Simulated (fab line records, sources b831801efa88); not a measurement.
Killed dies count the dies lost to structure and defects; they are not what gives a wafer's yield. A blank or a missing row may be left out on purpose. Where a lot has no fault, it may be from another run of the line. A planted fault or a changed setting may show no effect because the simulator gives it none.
fab line records -- flow gf180mcu -- part 2 of 2: steps 32 to 41 of 41
record: lots: 5, wafers: 15, last_day: 36
route steps=602 shown SAB@265 SALICIDE@278 CONTACT@287
lots untouched by any fault: they come from a run of this same line in which no faults occurred
start_h: hours from the record's opening day to when the first of the lot's shown wafers began -- wait_h: hours since the lot's step before -- " same as the row above -- L1.1+2: a single row standing in for several wafers -- - no value, or no start given -- * or withheld: withheld -- < > ~ a bound
route shown NAME@n: names a module that has steps shown in the file, with the first one's number in the route -- usual: average and standard deviation across the fault-free wafers -- same: alike in all rows -- chamber/n: place in a boat -- sites: per-site readings -- _std_site: how widely they spread, as a standard deviation -- _edge_site: inner sites' mean taken away from outer sites' mean -- radius_mm: for every site, how far away it sits from the centre of the wafer -- mask NAME#n: copy n -- behind: the tool/chamber that last shaped the wafer -- hold: the reason the lot was held/the length of the hold in hours/how it ended -- device: transistor that didn't switch, given as n, p or np -- end of line: at the end of the route, the tests of the same wafers -- where a step has no rows: the recipe by itself -- killed: at the first sort, the dies lost to defects and structure; wafer yield is something else -- map: the dies of a wafer, with x for killed, . for not killed, _ for no die there
set.NAME: the run value of the setting; set.NAME@STEP: its run value at that earlier step -- model.NAME: the simulator's own value behind a step, which no gauge read
lots seen at some steps along the route; tables by step, rows by wafer
services: a tool's chamber out of use, with start hour (start_h, from the record's first day; less than 0 if before it), hours out, and reason
== steps ==
step: GF_CONTACT_COAT_09
recipe: resist: KrF, spin_rpm: withheld, resist_thk_nm: 1000
lot.wafer,tool,chamber,start_h,wait_h
L074.2+5+6,litho_track-02,0,-,-
L089.3+5+6,litho_track-01,0,-,-
L093.1+4+6,litho_track-01,0,-,-
L095.1+3+4,litho_track-02,0,-,-
L097.1+2+5,litho_track-01,0,-,-
step: GF_CONTACT_SOFTBAKE_10
recipe: temp_c: 130, time_s: 60, resist: KrF
usual: heater_power_total_W: 93.06/0.057
lot.wafer,tool,chamber,start_h,wait_h,heater_power_total_W
L074.2,litho_track-02,0,-,-,93.05
L074.5,litho_track-02,0,-,-,93.10
L074.6,litho_track-02,0,-,-,93.03
L089.3,litho_track-01,0,-,-,93.11
L089.5,litho_track-01,0,-,-,93.04
L089.6,litho_track-01,0,-,-,93.07
L093.1,litho_track-01,0,-,-,93.02
L093.4,litho_track-01,0,-,-,93.07
L093.6,litho_track-01,0,-,-,93.04
L095.1,litho_track-02,0,-,-,93.10
L095.3,litho_track-02,0,-,-,92.95
L095.4,litho_track-02,0,-,-,93.04
L097.1,litho_track-01,0,-,-,92.99
L097.2,litho_track-01,0,-,-,93.00
L097.5,litho_track-01,0,-,-,93.02
step: GF_CONTACT_EXPOSE_11
recipe: mask_id: Contact, target_cd_nm: 220, na: 0.68, source_shape: conventional, sigma_outer: 0.6, dose_mj: 38
lot.wafer,tool,chamber,start_h,wait_h,mask
L074.2+5+6,krf_scanner-02,0,-,-,Contact#0
L089.3+5+6,krf_scanner-02,0,-,-,Contact#0
L093.1+4+6,krf_scanner-01,0,-,-,Contact#0
L095.1+3+4,krf_scanner-01,0,-,-,Contact#0
L097.1+2+5,krf_scanner-02,0,-,-,Contact#0
step: GF_CONTACT_PEB_12
recipe: peb_temp_c: 135, peb_time_s: 86.42, resist: KrF
usual: heater_power_total_W: 86.80/0.08
lot.wafer,tool,chamber,start_h,wait_h,heater_power_total_W
L074.2,litho_track-02,0,-,-,86.78
L074.5,litho_track-02,0,-,-,86.85
L074.6,litho_track-02,0,-,-,86.91
L089.3,litho_track-04,0,-,-,86.80
L089.5,litho_track-04,0,-,-,86.74
L089.6,litho_track-04,0,-,-,86.72
L093.1,litho_track-04,0,-,-,86.83
L093.4,litho_track-04,0,-,-,86.82
L093.6,litho_track-04,0,-,-,86.77
L095.1,litho_track-01,0,-,-,86.79
L095.3,litho_track-01,0,-,-,86.70
L095.4,litho_track-01,0,-,-,86.86
L097.1,litho_track-04,0,-,-,86.78
L097.2,litho_track-04,0,-,-,86.81
L097.5,litho_track-04,0,-,-,86.93
step: GF_CONTACT_DEVELOP_13
recipe: develop_time_s: 60, resist: KrF, dev_temp_c: 21
lot.wafer,tool,chamber,start_h,wait_h
L074.2+5+6,litho_track-02,0,406.88,0.2
L089.3+5+6,litho_track-04,0,530.22,0.1
L093.1+4+6,litho_track-04,0,560.52,0.2
L095.1+3+4,litho_track-01,0,575.00,0.2
L097.1+2+5,litho_track-04,0,583.67,0.2
step: GF_CONTACT_CD_MEAS_14
recipe: target_cd_nm: 220
usual: cd_nm: 220.1/1.5
lot.wafer,tool,chamber,start_h,wait_h,cd_nm
L074.2,cd_sem-01,-,407.02,0.1,221.1
L074.5,cd_sem-01,-,407.02,0.1,220.3
L074.6,cd_sem-01,-,407.02,0.1,220.9
L089.3,cd_sem-01,-,530.36,0.1,218.7
L089.5,cd_sem-01,-,530.36,0.1,219.1
L089.6,cd_sem-01,-,530.36,0.1,218.5
L093.1,cd_sem-02,-,560.67,0.1,218.7
L093.4,cd_sem-02,-,560.67,0.1,218.8
L093.6,cd_sem-02,-,560.67,0.1,217.8
L095.1,cd_sem-01,-,575.15,0.1,219.8
L095.3,cd_sem-01,-,575.15,0.1,217.8
L095.4,cd_sem-01,-,575.15,0.1,217.3
L097.1,cd_sem-02,-,583.82,0.1,222.0
L097.2,cd_sem-02,-,583.82,0.1,221.5
L097.5,cd_sem-02,-,583.82,0.1,223.1
step: GF_CONTACT_OVL_MEAS_15
usual: CONTACT_OVL: -1/5.6
lot.wafer,tool,chamber,start_h,wait_h,CONTACT_OVL[nm]
L074.2,overlay-02,-,407.13,0.1,-3
L074.5,overlay-02,-,407.13,0.1,4
L074.6,overlay-02,-,407.13,0.1,6
L089.3,overlay-01,-,530.45,0.1,7
L089.5,overlay-01,-,530.45,0.1,7
L089.6,overlay-01,-,530.45,0.1,-1
L093.1,overlay-01,-,560.79,0.1,2
L093.4,overlay-01,-,560.79,0.1,-2
L093.6,overlay-01,-,560.79,0.1,-1
L095.1,overlay-02,-,575.27,0.1,-3
L095.3,overlay-02,-,575.27,0.1,-3
L095.4,overlay-02,-,575.27,0.1,-3
L097.1,overlay-01,-,583.94,0.1,-3
L097.2,overlay-01,-,583.94,0.1,-3
L097.5,overlay-01,-,583.94,0.1,-1
step: GF_CONTACT_ETCH_16
recipe: chemistry: N2/H2, target_depth_a: withheld, overetch_a: withheld, time_s: withheld, target: BARC, ion_energy_ev: 200, source_w: 500, bias_w: 100, pressure_mtorr: 30, n2_flow_sccm: 100, h2_flow_sccm: 200
usual: drypump_motor_current_A: 5.8/0.39, h2_flow_sccm: 200.1/0.67, oes_product_au: 0.855/0.0043, throttle_valve_pct: 13.226/0.0086
lot.wafer,tool,chamber,start_h,wait_h,drypump_motor_current_A,h2_flow_sccm,oes_product_au,throttle_valve_pct
L074.2,rie_diel-01,0,407.16,0.0,5.9,200.9,0.854,13.230
L074.5,rie_diel-01,3,407.16,0.0,5.6,199.9,0.855,13.224
L074.6,rie_diel-01,2,407.16,0.0,5.9,199.3,0.857,13.223
L089.3,rie_diel-04,1,530.47,0.0,6.5,200.6,0.853,13.228
L089.5,rie_diel-04,0,530.47,0.0,5.3,200.4,0.859,13.228
L089.6,rie_diel-04,3,530.47,0.0,5.9,200.2,0.846,13.222
L093.1,rie_diel-04,2,560.82,0.0,5.6,199.6,0.854,13.240
L093.4,rie_diel-04,0,560.82,0.0,5.3,200.0,0.853,13.233
L093.6,rie_diel-04,0,560.82,0.0,5.3,200.6,0.853,13.220
L095.1,rie_diel-03,2,575.31,0.0,5.0,200.1,0.861,13.246
L095.3,rie_diel-03,0,575.31,0.0,5.5,199.8,0.857,13.256
L095.4,rie_diel-03,1,575.31,0.0,6.0,201.1,0.856,13.228
L097.1,rie_diel-03,3,583.97,0.0,5.8,200.6,0.854,13.228
L097.2,rie_diel-03,0,583.97,0.0,5.5,200.1,0.850,13.213
L097.5,rie_diel-03,1,583.97,0.0,6.0,198.7,0.853,13.226
step: GF_CONTACT_ETCH_17
recipe: chemistry: C4F8/O2/Ar, mask_material: KrF, target: SiO2, stop_on: CoSi2, source_w: 1500, bias_w: 1200, pressure_mtorr: 40, c4f8_flow_sccm: withheld, O2_flow_sccm: 6, Ar_flow_sccm: 300, time_s: withheld, target_depth_a: 8600
usual: oes_product_au: 0.815/0.0052
lot.wafer,tool,chamber,start_h,wait_h,oes_product_au
L074.2,rie_diel-01,0,-,-,0.811
L074.5,rie_diel-01,3,-,-,0.816
L074.6,rie_diel-01,2,-,-,0.812
L089.3,rie_diel-04,1,-,-,0.815
L089.5,rie_diel-04,0,-,-,0.809
L089.6,rie_diel-04,3,-,-,0.816
L093.1,rie_diel-04,2,-,-,0.817
L093.4,rie_diel-04,0,-,-,0.809
L093.6,rie_diel-04,0,-,-,0.820
L095.1,rie_diel-03,2,-,-,0.828
L095.3,rie_diel-03,0,-,-,0.817
L095.4,rie_diel-03,1,-,-,0.815
L097.1,rie_diel-03,3,-,-,0.813
L097.2,rie_diel-03,0,-,-,0.813
L097.5,rie_diel-03,1,-,-,0.808
step: GF_CONTACT_STRIP_18
recipe: chemistry: O2/N2, power_w: 1400, pressure_mtorr: 1500, platen_temp_c: 250, o2_flow_sccm: 3000, n2_flow_sccm: 300, overash_fraction: 0.5
usual: drypump_motor_current_A: 5.5/0.33, heater_power_w: 346/41, oes_product_au: 0.581/0.0054
lot.wafer,tool,chamber,start_h,wait_h,drypump_motor_current_A,heater_power_w,oes_product_au,rf_hours_counter_h
L074.2,plasma_asher-03,0,407.32,-,5.4,315,0.581,69
L074.5,plasma_asher-03,1,407.32,-,5.4,331,0.589,-
L074.6,plasma_asher-03,0,407.32,-,5.4,317,0.580,-
L089.3,plasma_asher-04,0,530.67,-,5.0,336,0.580,-
L089.5,plasma_asher-04,1,530.67,-,6.0,426,0.585,-
L089.6,plasma_asher-04,0,530.67,-,5.0,336,0.594,-
L093.1,plasma_asher-02,1,560.99,-,5.8,369,0.582,90
L093.4,plasma_asher-02,1,560.99,-,5.8,367,0.577,-
L093.6,plasma_asher-02,1,560.99,-,5.8,360,0.586,-
L095.1,plasma_asher-03,1,575.47,-,5.4,359,0.589,16
L095.3,plasma_asher-03,0,575.47,-,5.4,317,0.579,-
L095.4,plasma_asher-03,1,575.47,-,5.5,359,0.580,-
L097.1,plasma_asher-03,1,584.14,-,5.4,366,0.581,17
L097.2,plasma_asher-03,0,584.14,-,5.4,319,0.590,17
L097.5,plasma_asher-03,1,584.14,-,5.4,354,0.580,-
== services ==
tool,chamber,start_h,hours,kind
plasma_asher-02,-,352.61,14.6,pm
wet_bench-03,-,354.97,3.3,repair
rie_diel-01,3,355.65,2.8,repair
rie_diel-04,1,362.84,13.1,repair
rie_diel-04,0,364.54,6.2,repair
rie_diel-01,1,378.76,9.8,repair
rie_diel-01,0,395.00,9.6,repair
hdpcvd-02,-,413.08,4.3,pm
iline_stepper-02,-,417.85,4.4,pm
cmp-01,-,419.88,5.5,pm
plasma_asher-03,-,421.25,9.0,pm
rie_diel-04,-,436.33,14.6,pm
rie_diel-03,-,443.55,14.6,pm
cmp-01,-,469.21,1.3,repair
iline_stepper-02,-,475.70,11.6,repair
iline_stepper-02,-,487.34,28.9,pm
rie_diel-04,0,493.13,9.5,repair
cmp-01,-,495.85,0.4,repair
cmp-01,-,505.47,6.8,pm
cmp-01,-,517.13,1.2,repair
iline_stepper-02,-,559.69,1.7,pm
pvd_sputter-04,-,567.00,1.2,repair
cmp-01,-,569.28,4.2,repair
cmp-01,-,573.50,4.0,pm
